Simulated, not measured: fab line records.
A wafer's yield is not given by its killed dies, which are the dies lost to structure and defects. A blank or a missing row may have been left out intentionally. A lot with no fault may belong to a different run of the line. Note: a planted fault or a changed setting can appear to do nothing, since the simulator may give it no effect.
Tool commonality check + flow gf180mcu + Lots sampled 14, wafers sampled 42

REASON FOR OPENING
GF_MIM_RS_MEAS_10, reading MIM_ALCU_RS: flagged on 2 of 14 lots. Wafers without a fault read 0.1595 ohm/sq, standard deviation 0.0019.
Rule: a lot is flagged when every wafer of it that has a number lies more than 4 standard deviations from that mean, or none has a number. As for the other lots, they are considered sound.

| lot  | measured     | on            | MIM_ALCU_RS (ohm/sq), wafer by wafer | flag    |
|------|--------------|---------------|--------------------------------------|---------|
| L216 | day 24 10:43 | film metro-02 | 0.1566 0.1552 0.1563                 |         |
| L219 | day 25 13:16 | film metro-02 | 0.1568 0.1551 0.1558                 |         |
| L220 | day 25 20:54 | film metro-02 | 0.1605 0.1607 0.1610                 |         |
| L221 | day 26 05:53 | film metro-04 | 0.1616 0.1579 0.1605                 |         |
| L224 | day 26 23:17 | film metro-04 | 9.2783 9.3618 9.1965                 | FLAGGED |
| L225 | day 27 11:22 | film metro-01 | 9.3611 9.2440 9.3291                 | FLAGGED |
| L226 | day 27 19:41 | film metro-04 | 0.1584 0.1598 0.1598                 |         |
| L229 | day 28 16:04 | film metro-02 | 0.1581 0.1585 0.1600                 |         |
| L230 | day 28 23:03 | film metro-04 | 0.1566 0.1595 0.1590                 |         |
| L231 | day 29 09:32 | film metro-04 | 0.1609 0.1606 0.1600                 |         |
| L232 | day 29 12:41 | film metro-02 | 0.1599 0.1583 0.1606                 |         |
| L234 | day 30 02:01 | film metro-04 | 0.1596 0.1618 0.1588                 |         |
| L235 | day 30 07:22 | film metro-02 | 0.1627 0.1608 0.1597                 |         |
| L238 | day 31 11:29 | film metro-01 | 0.1574 0.1611 0.1622                 |         |
Averaged over the flagged lots the numbers come to 9.2951 ohm/sq, +9.1356 ohm/sq from the usual (+99 or more standard deviations).

WHICH TOOL EACH LOT WENT THROUGH
The record holds 2 process steps before the reading, out of a route of 602 steps. In each cell: the tool, then ch and the chambers that the sampled wafers went through, then the start.
| lot  | flag    | GF_MIM_SPUTTER_04            | GF_MIM_SPUTTER_08            |
|------|---------|------------------------------|------------------------------|
| L216 |         | pvd sputter-04, day 24 10:29 | pvd sputter-03, day 24 10:40 |
| L219 |         | pvd sputter-03, day 25 13:01 | pvd sputter-03, day 25 13:11 |
| L220 |         | pvd sputter-03, day 25 20:40 | pvd sputter-04, day 25 20:51 |
| L221 |         | pvd sputter-01, day 26 05:37 | pvd sputter-04, day 26 05:47 |
| L224 | FLAGGED | pvd sputter-04, day 26 23:01 | pvd sputter-01, day 26 23:12 |
| L225 | FLAGGED | pvd sputter-03, day 27 11:07 | pvd sputter-01, day 27 11:17 |
| L226 |         | pvd sputter-04, day 27 19:25 | pvd sputter-01, day 27 19:36 |
| L229 |         | pvd sputter-01, day 28 15:47 | pvd sputter-03, day 28 15:58 |
| L230 |         | pvd sputter-03, day 28 22:49 | pvd sputter-04, day 28 23:00 |
| L231 |         | pvd sputter-04, day 29 09:19 | pvd sputter-01, day 29 09:29 |
| L232 |         | pvd sputter-04, day 29 12:26 | pvd sputter-03, day 29 12:37 |
| L234 |         | pvd sputter-03, day 30 01:47 | pvd sputter-04, day 30 01:58 |
| L235 |         | pvd sputter-03, day 30 07:08 | pvd sputter-04, day 30 07:19 |
| L238 |         | pvd sputter-01, day 31 11:16 | pvd sputter-04, day 31 11:26 |
What these steps do:
- GF_MIM_SPUTTER_04: material TiN, target thk 50 nm, time 41.7 s.
- GF_MIM_SPUTTER_08: material AlCu, target thk 200 nm, time 10.6 s.
- GF_MIM_RS_MEAS_10: measures by four-point-probe.

FLAGGED AGAINST TOTAL, ONE TOOL AT A TIME (gauges that did the reading follow at the end)
| step              | tool           | lots run | flagged | share of the flagged lots | sound lots run after its first flagged lot |
|-------------------|----------------|----------|---------|---------------------------|--------------------------------------------|
| GF_MIM_SPUTTER_04 | pvd sputter-01 | 3        | 0       | none                      | -                                          |
| GF_MIM_SPUTTER_04 | pvd sputter-03 | 6        | 1       | some                      | 3 (L230,L234,L235)                         |
| GF_MIM_SPUTTER_04 | pvd sputter-04 | 5        | 1       | some                      | 3 (L226,L231,L232)                         |
| GF_MIM_SPUTTER_08 | pvd sputter-01 | 4        | 2       | all                       | 2 (L226,L231)                              |
| GF_MIM_SPUTTER_08 | pvd sputter-03 | 4        | 0       | none                      | -                                          |
| GF_MIM_SPUTTER_08 | pvd sputter-04 | 6        | 0       | none                      | -                                          |
| GF_MIM_RS_MEAS_10 | film metro-01  | 2        | 1       | some                      | 1 (L238)                                   |
| GF_MIM_RS_MEAS_10 | film metro-02  | 6        | 0       | none                      | -                                          |
| GF_MIM_RS_MEAS_10 | film metro-04  | 6        | 1       | some                      | 4 (L226,L230,L231,L234)                    |

WHAT THE TABLE PERMITS
In the table, 1 row covers all flagged lots: pvd sputter-01 at GF_MIM_SPUTTER_08.
- pvd sputter-01 at GF_MIM_SPUTTER_08: 2 of its 4 lots flagged. After the first flagged lot (L226, L231), sound lots still ran on it; a lasting fault on the whole tool would not permit that. On the flagged lots its readings are blank where sound lots have values: cathode dc power W, chamber pressure pa, throttle valve pct.
Not one row of the table ran every flagged lot while running no sound lot after the first.

WHAT WAS PUT IN BY THE SIMULATOR
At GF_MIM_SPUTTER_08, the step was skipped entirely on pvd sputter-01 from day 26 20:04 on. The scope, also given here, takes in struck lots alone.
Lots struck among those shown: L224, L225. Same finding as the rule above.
